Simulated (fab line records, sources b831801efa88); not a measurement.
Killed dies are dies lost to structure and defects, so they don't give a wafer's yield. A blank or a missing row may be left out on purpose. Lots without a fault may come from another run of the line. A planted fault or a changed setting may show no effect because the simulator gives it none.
A struck lot beside a sound one | flow sky130 | 19 steps out of a route of 708
Sound: wafers L610.3, L610.5, L610.6. Struck: wafers L623.3, L623.4, L623.5. The cause comes at the end.
At each step with rows: each side's tool, then ch and its chambers, then its first start. Under that, the readings that differ: sound wafers | struck wafers | difference of the means | sigmas: that difference in standard deviations of wafers without a fault.
alike: readings whose means differ by less than 2 such deviations, and words and numbers that are the same on both sides. not compared: withheld readings, readings that some wafer has no value for, bounds like >300 that may hide the same value, and numbers for which the record gives no deviation and whose values overlap.
The two part at a step that has a row with sigmas, a row that says differs or no value, or rows on one side only. Numbers that don't overlap but have no deviation are shown without sigmas and don't part them. A reading that every wafer of one side lacks parts them only if that side has two wafers or more.

first, 3 steps without rows for these wafers: SKY_POLY_CUT_EXPOSE_05 (exposes mask NPCM, target cd 270 nm); SKY_POLY_CUT_PEB_06; SKY_POLY_CUT_DEVELOP_07 (develop time 60 s).
SKY_POLY_CUT_CD_MEAS_08: target cd 270 nm.
  sound on cd_sem-01, day 27 14:31; struck on cd_sem-02, day 31 03:01
  alike: cd_nm
SKY_POLY_CUT_OVL_MEAS_09:
  sound on overlay-02, day 27 14:36; struck on overlay-01, day 31 03:06
  alike: POLY_CUT_OVL
SKY_POLY_CUT_ETCH_10: etches BARC in N2/H2, stops on SiO2, time 45.9 s, target depth 60 nm.
  sound on rie_diel-03 ch 0,3, day 27 14:37; struck on rie_diel-02 ch 1,2,3, day 31 03:07
  alike: drypump_motor_current_A, h2_flow_sccm, oes_product_au, rf_fwd_power_W, throttle_valve_pct
  not compared: rf_hours_counter_h
SKY_POLY_CUT_ETCH_11: etches Si3N4 in CF4/CH2F2/Ar, stops on poly-Si, time 42.5 s, target depth 60 nm.
  sound on rie_diel-03 ch 0,3, day 27 14:40; struck on rie_diel-02 ch 1,2,3, day 31 03:10
  alike: drypump_motor_current_A, oes_product_au, rf_fwd_power_W, throttle_valve_pct
  not compared: rf_hours_counter_h
SKY_POLY_CUT_STRIP_12: strips in O2/N2.
  sound on plasma_asher-02 ch 0,1, day 27 14:44; struck on plasma_asher-04 ch 0,1, day 31 03:14
  alike: drypump_motor_current_A, oes_product_au, strip_time_to_endpoint_s
  not compared: rf_hours_counter_h
then, 4 steps without rows for these wafers: SKY_SD_P_DEHYDRATE_00 (time 60 s); SKY_SD_P_HMDS_01 (prime time 60 s); SKY_SD_P_COAT_02 (resist thk 1140 nm); SKY_SD_P_SOFTBAKE_03 (time 60 s).
SKY_SD_P_EXPOSE_04: exposes mask PSDM, target cd 380 nm.
  sound on iline_stepper-02 ch 0, day 28 05:31; struck on iline_stepper-01 ch 0, day 31 17:16
  reading                      | sound                | struck               | difference | sigmas
  model.SD_P.overlay_x_nm (nm) | -3.496 -3.496 -3.496 | -56.35 -56.35 -56.35 | -52.85     |
  alike: mask, stage_vel_mm_s
then, 2 steps without rows for these wafers: SKY_SD_P_PEB_05; SKY_SD_P_DEVELOP_06 (develop time 60 s).
SKY_SD_P_CD_MEAS_07: target cd 380 nm.
  sound on cd_sem-02, day 28 19:10; struck on cd_sem-01, day 32 07:05
  alike: cd_nm
SKY_SD_P_OVL_MEAS_08:
  sound on overlay-02, day 28 19:15; struck on overlay-02, day 32 07:11
  reading       | sound          | struck            | difference | sigmas
  SD_P_OVL (nm) | -3.6 -3.9 -2.7 | -56.4 -57.2 -57.5 | -53.6      | -36
then, 1 step without rows for these wafers: SKY_SD_P_IMPLANT_09.
SKY_PAD_OPEN_PROBE_99:
  the record has rows for the sound wafers here (prober-01, day 48 09:34) and none for the struck ones

WHERE THEY PART
First at SKY_SD_P_OVL_MEAS_08; last, within this record, at SKY_PAD_OPEN_PROBE_99.

WHY: what the simulator had put in
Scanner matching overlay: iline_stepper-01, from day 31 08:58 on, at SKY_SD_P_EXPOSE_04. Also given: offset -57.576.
